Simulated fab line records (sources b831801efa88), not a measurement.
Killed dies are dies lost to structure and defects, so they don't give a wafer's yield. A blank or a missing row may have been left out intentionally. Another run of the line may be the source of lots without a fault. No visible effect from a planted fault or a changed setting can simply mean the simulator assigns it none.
Comparing a struck lot with a sound one    flow sky130    18 steps out of a route of 708
Sound: wafers L449.1, L449.4, L449.6. Wafers struck: L459.2, L459.4, L459.5. At the end, the cause is stated.
At each step with rows: each side's tool, then ch and its chambers, then its first start. Under that, the readings that differ: sound wafers    struck wafers    difference of the means    sigmas: that difference in standard deviations of wafers without a fault.
alike: words and numbers the same on both sides, and readings whose means are apart by under 2 such deviations; not compared: readings that were withheld, readings missing a value for some wafer, numbers with overlapping values and no deviation given by the record, and bounds like >300 which may hide the same value.
A row with sigmas, a row that says differs or no value, or rows on one side alone: a step with any of these is where the two part. When numbers do not overlap yet have no deviation, they are printed without sigmas and do not part them. Lack of a reading on every wafer of one side parts them only where that side has two or more wafers.

first, 1 step without rows for these wafers: SKY_VIA1_ETCH_15 (etches SiO2 in C4F8/O2/Ar, stops on TiN, target depth 351 nm, time 54 s).
SKY_VIA1_STRIP_16: strips in O2/N2.
  sound on plasma asher-03 ch 0,1, day 35 18:48; struck on plasma asher-03 ch 1, day 38 13:37
  alike: drypump motor current A, oes product au, strip time to endpoint s
  not compared: rf hours counter h
then, 3 steps without rows for these wafers: SKY_VIA1_STRIP_17 (strips in post etch residue remover, time 1200 s); SKY_VIA1_CLEAN_18 (cleans in IPA, time 180 s); SKY_VIA1_CLEAN_19 (cleans in O3/DIW).
SKY_VIA1_SPUTTER_20: material TiN, target thk 20 nm, time 80 s.
  sound: pvd sputter-01 at day 35 19:24; struck: pvd sputter-04 at day 38 14:19
  alike: cathode dc power W, chamber pressure pa, throttle valve pct
then, 1 step without rows for these wafers: SKY_VIA1_CVD_21 (deposits W, target thk 270 nm, time 80.902 s).
SKY_VIA1_RS_MEAS_22: measurement is done with a four-point probe.
  sound: film metro-03 at day 35 19:33; struck: film metro-03 at day 38 14:29
  alike: VIA1_W_RS
SKY_VIA1_THK_MEAS_23: measures by xrf.
  sound: film metro-03 at day 35 19:40; struck: film metro-03 at day 38 14:36
  alike: VIA1_W_THK
then, 1 step without rows for these wafers: SKY_VIA1_CMP_24 (polishes, stops on SiO2, t overpolish 15 s, target thk 0 nm).
SKY_METAL2_SPUTTER_00: material Ti, target thk 15 nm, time 10 s.
  sound: pvd sputter-03 at day 35 20:02; struck: pvd sputter-03 at day 38 14:57
  alike: cathode dc power W, chamber pressure pa, throttle valve pct
SKY_METAL2_SPUTTER_01: material TiN, target thk 20 nm, time 16.7 s.
  sound: pvd sputter-03 at day 35 20:04; struck: pvd sputter-03 at day 38 14:58
  alike: cathode dc power W, chamber pressure pa, throttle valve pct
SKY_METAL2_SPUTTER_02: material AlCu, target thk 250 nm, time 13.3 s.
  sound: pvd sputter-03 at day 35 20:05; struck: pvd sputter-03 at day 38 15:00
  no value came back on the struck wafers for cathode dc power W (W), chamber pressure pa (Pa), throttle valve pct (%); on the sound wafers cathode dc power W (W) reads 10599 10597 10600
SKY_METAL2_SPUTTER_03: material Ti, target thk 5 nm, time 3.3 s.
  sound: pvd sputter-03 at day 35 20:07; struck: pvd sputter-03 at day 38 15:01
  alike: cathode dc power W, chamber pressure pa, throttle valve pct
then, 1 step without rows for these wafers: SKY_METAL2_SPUTTER_04 (material TiN, target thk 70 nm, time 60.39 s).
SKY_METAL2_RS_MEAS_05: measurement is done with a four-point probe.
  sound: film metro-02 at day 35 20:10; struck: film metro-03 at day 38 15:07
reading                  sound                 struck                difference  sigmas
METAL2_ALCU_RS (ohm/sq)  0.1249 0.1270 0.1265  8.5389 8.4688 8.5965  +8.4086     +99 or more
SKY_METAL2_THK_MEAS_06: measures by xrf.
  sound: film metro-02 at day 35 20:17; struck: film metro-03 at day 38 15:13
reading               sound              struck          difference  sigmas
METAL2_ALCU_THK (nm)  256.8 253.1 251.6  <0.7 <0.7 <0.7  differs     
then, 1 step without rows for these wafers: SKY_METAL2_DEHYDRATE_07 (time 60 s).

== WHERE THEY PART ==
First at SKY_METAL2_SPUTTER_02; last, within this record, at SKY_METAL2_THK_MEAS_06.

WHY: the cause the simulator had injected
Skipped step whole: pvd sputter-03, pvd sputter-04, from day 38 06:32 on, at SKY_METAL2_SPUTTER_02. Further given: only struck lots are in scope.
